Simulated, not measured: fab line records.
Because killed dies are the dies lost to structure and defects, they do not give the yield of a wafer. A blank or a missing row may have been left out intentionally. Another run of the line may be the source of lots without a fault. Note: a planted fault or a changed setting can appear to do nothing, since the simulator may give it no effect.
Problem report in the 8D (eight disciplines) form, filled by code / flow gf180mcu / the parts of the form that need people (team, actions taken, sign-off) are left out

== 1. WHAT WENT WRONG ==
Wafers without a fault read 2.000 Pa, standard deviation 0.004; chamber pressure pa at GF_M1_SPUTTER_00 reads a mean of 1.893 Pa on 3 wafers belonging to 2 lots. Measured from the usual mean, that is -27 standard deviations.
The step: material Ti, target thk 37.5 nm, time 150 s.
Earliest sighting: wafer L838.4 on pvd sputter-04 at day 20 01:56. The record holds 18 wafers of 6 lots with a number at this step. The rule behind "out" and "out of limits": a value lying over 4 standard deviations away from the usual mean. Any other wafer with a number is counted as sound.

== 2. WHAT IT IS, AND WHAT IT ISN'T ==
question=which readings at this step | is=chamber pressure pa | is not=cathode dc power W, throttle valve pct
question=which lots | is=L838, L839 | is not=L834, L835, L846, L851
question=which wafers of those lots | is=L838.4, L839.4, L839.5 | is not=L838.3, L838.5, L839.2
question=read on which tools | is=pvd sputter-04 | is not=-
question=when | is=from day 20 01:56 | is not=up to then (8 sound wafers); but 7 sound wafers of L839, L846, L851 came after

== 3. THE SUSPECTS, EACH WITH WHAT RULES IT OUT ==
Counting: if a tool at a process step up to the reading ran every lot that is out, it stays a suspect. Sound lots after the first of them don't rule it out here, since some wafers of a struck lot are sound.
- cvd w-02 at GF_CONTACT_CVD_24 (deposits W, target thk 300 nm, time 90.339 s): kept. Every lot that is out went through it, the first being L838 (day 20 01:23); the last sound lot it ran before that was L835 (day 18 21:10).
- pvd sputter-04 at GF_M1_SPUTTER_00 (material Ti, target thk 37.5 nm, time 150 s): kept. Every lot that is out went through it, the first being L838 (day 20 01:56); the last sound lot it ran before that was L835 (day 18 21:44). On those wafers its own readings are out: chamber pressure pa.
What counting leaves: cvd w-02 at GF_CONTACT_CVD_24 and pvd sputter-04 at GF_M1_SPUTTER_00.

== 4. THE CAUSE (what the simulator had put in) ==
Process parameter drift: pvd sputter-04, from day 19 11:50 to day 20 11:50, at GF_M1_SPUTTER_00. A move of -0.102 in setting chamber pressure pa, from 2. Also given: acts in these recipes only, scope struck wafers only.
After counting, 2 suspects remain, this tool included.

== 5. SEQUENCE OF EFFECTS, ordered by route ==
One row per reading whose mean, taken over the struck wafers that have a number, lies over 3 standard deviations from the usual. Only readings for which the record gives a usual standard deviation are gone through. hours: the time from each lot's start at the first step in this table that gives one to its start at this step, as a median over the lots. sigmas: the change in usual standard deviations.
hours=0; step=GF_M1_SPUTTER_00; reading=chamber pressure pa; usual=2.000 Pa; on struck wafers=1.893; change=-0.107; sigmas=-27
It contains these process steps:
- GF_M1_SPUTTER_00: material Ti, target thk 37.5 nm, time 150 s.

== 6. WHAT WOULD HAVE CAUGHT IT SOONER ==
First out-of-limits reading in this record: day 20 01:56, which is 14 hours after fault onset at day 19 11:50.
